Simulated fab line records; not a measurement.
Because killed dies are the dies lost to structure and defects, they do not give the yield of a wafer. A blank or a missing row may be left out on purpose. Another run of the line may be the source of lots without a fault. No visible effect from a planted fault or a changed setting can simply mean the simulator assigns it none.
What tool caused it? | flow sky130 | Sampling: 12 lots, 36 wafers, 3 of 708 route steps

WHAT EACH GAUGE READ, for each wafer
SKY_VIA2_CD_MEAS_12: target cd 200 nm. Usual: 200.4 nm for cd nm, sd 1.2.
lot  | measured     | on        | cd nm (nm)        | flag
L326 | day 36 22:22 | cd sem-02 | 198.8 200.0 200.5 |
L329 | day 37 19:19 | cd sem-01 | 200.5 198.1 200.3 |
L328 | day 38 00:30 | cd sem-01 | 199.3 198.7 200.6 |
L330 | day 38 07:35 | cd sem-02 | 202.7 201.8 202.7 |
L331 | day 38 17:14 | cd sem-02 | 200.9 202.1 201.0 |
L334 | day 39 08:53 | cd sem-01 | 198.4 199.4 198.3 |
L338 | day 40 17:05 | cd sem-02 | 200.2 200.6 199.7 |
L340 | day 40 22:05 | cd sem-01 | 198.7 198.1 197.1 |
L343 | day 41 17:31 | cd sem-02 | 200.4 200.3 200.6 |
L346 | day 42 15:46 | cd sem-02 | 199.7 200.5 201.1 |
L347 | day 43 07:07 | cd sem-01 | 200.8 199.9 198.9 |
L348 | day 43 11:49 | cd sem-02 | 200.0 198.4 199.0 |

WHICH TOOL RAN EACH LOT (tool, then ch and the chambers of the sampled wafers, then the start)
lot  | SKY_METAL2_SPUTTER_03        | SKY_METAL2_DESCUM_17
L326 | pvd sputter-01, day 34 15:34 | rie metal-01 ch 0,1, day 35 18:40
L329 | pvd sputter-03, day 35 13:47 | rie metal-01 ch 0,1, day 36 16:28
L328 | pvd sputter-04, day 35 19:37 | rie metal-02 ch 0,1, day 36 22:08
L330 | pvd sputter-01, day 36 02:24 | rie metal-03 ch 0,1, day 37 04:58
L331 | pvd sputter-04, day 36 13:21 | rie metal-03 ch 1, day 37 15:20
L334 | pvd sputter-04, day 37 05:36 | rie metal-02 ch 0, day 38 06:55
L338 | pvd sputter-04, day 38 14:36 | rie metal-02 ch 1, day 39 15:37
L340 | pvd sputter-04, day 38 19:33 | rie metal-03 ch 0,1, day 39 20:47
L343 | pvd sputter-04, day 39 15:44 | rie metal-01 ch 0,1, day 40 16:22
L346 | pvd sputter-04, day 40 14:43 | rie metal-02 ch 0,1, day 41 15:01
L347 | pvd sputter-03, day 41 07:18 | rie metal-01 ch 0, day 42 06:10
L348 | pvd sputter-01, day 41 12:18 | rie metal-01 ch 0, day 42 11:31
- SKY_METAL2_SPUTTER_03: material Ti, target thk 5 nm, time 3.3 s.
- SKY_METAL2_DESCUM_17: chemistry O2, time 8 s.

AS READ BY THE TOOLS THEMSELVES (means over the sampled wafers that have a number; for cases with no such wafer, the mark the record gives instead)
SKY_METAL2_SPUTTER_03. Usual: 30.5 % for throttle valve pct, sd 1.2.
lot  | tool           | throttle valve pct (%) | flag
L326 | pvd sputter-01 | 29.6                   |
L329 | pvd sputter-03 | 29.4                   |
L328 | pvd sputter-04 | 32.2                   |
L330 | pvd sputter-01 | 29.8                   |
L331 | pvd sputter-04 | 31.3                   |
L334 | pvd sputter-04 | 31.0                   |
L338 | pvd sputter-04 | 32.0                   |
L340 | pvd sputter-04 | 31.6                   |
L343 | pvd sputter-04 | 31.0                   |
L346 | pvd sputter-04 | 31.1                   |
L347 | pvd sputter-03 | 29.4                   |
L348 | pvd sputter-01 | 29.4                   |

SKY_METAL2_DESCUM_17. Usual: drypump motor current A 5.7 A, standard deviation 0.53; oes product au 1.000 a.u., standard deviation 0.01; temp c 39.97 C, standard deviation 0.1.
lot  | tool         | drypump motor current A (A) | oes product au (a.u.) | temp c (C) | flag
L326 | rie metal-01 | 5.2                         | 0.994                 | 39.85      |
L329 | rie metal-01 | 5.2                         | 0.992                 | 40.01      |
L328 | rie metal-02 | 6.4                         | 1.000                 | 40.03      |
L330 | rie metal-03 | 5.3                         | 0.999                 | 39.96      |
L331 | rie metal-03 | 5.7                         | 1.002                 | 39.97      |
L334 | rie metal-02 | 6.5                         | 0.996                 | 39.95      |
L338 | rie metal-02 | 6.3                         | 1.006                 | 39.96      |
L340 | rie metal-03 | 5.3                         | 1.009                 | 39.94      |
L343 | rie metal-01 | 5.2                         | 0.992                 | 40.00      |
L346 | rie metal-02 | 6.4                         | 1.013                 | 39.95      |
L347 | rie metal-01 | 5.4                         | 1.001                 | 39.98      |
L348 | rie metal-01 | 5.4                         | 1.001                 | 39.91      |

THE ANSWER, worked out from the rows above alone
Rule: a lot is off if the mean of its wafers that have a number lies more than 3 standard deviations from the usual mean. Also off: a lot with no number at a reading for which 4 or more lots have one. Where the step has rows for the other lots, those lots are counted as sound. Order of review: gauges by route order, followed by the tools' own readings, for which a lot's mean as printed above is used. The first step at which some lot is off is used, and at that step the reading that is off furthest; a lot without a number counts as furthest.
None of the lots is off at any reading shown; this tells nothing.

WHAT HAD BEEN PUT IN BY THE SIMULATOR
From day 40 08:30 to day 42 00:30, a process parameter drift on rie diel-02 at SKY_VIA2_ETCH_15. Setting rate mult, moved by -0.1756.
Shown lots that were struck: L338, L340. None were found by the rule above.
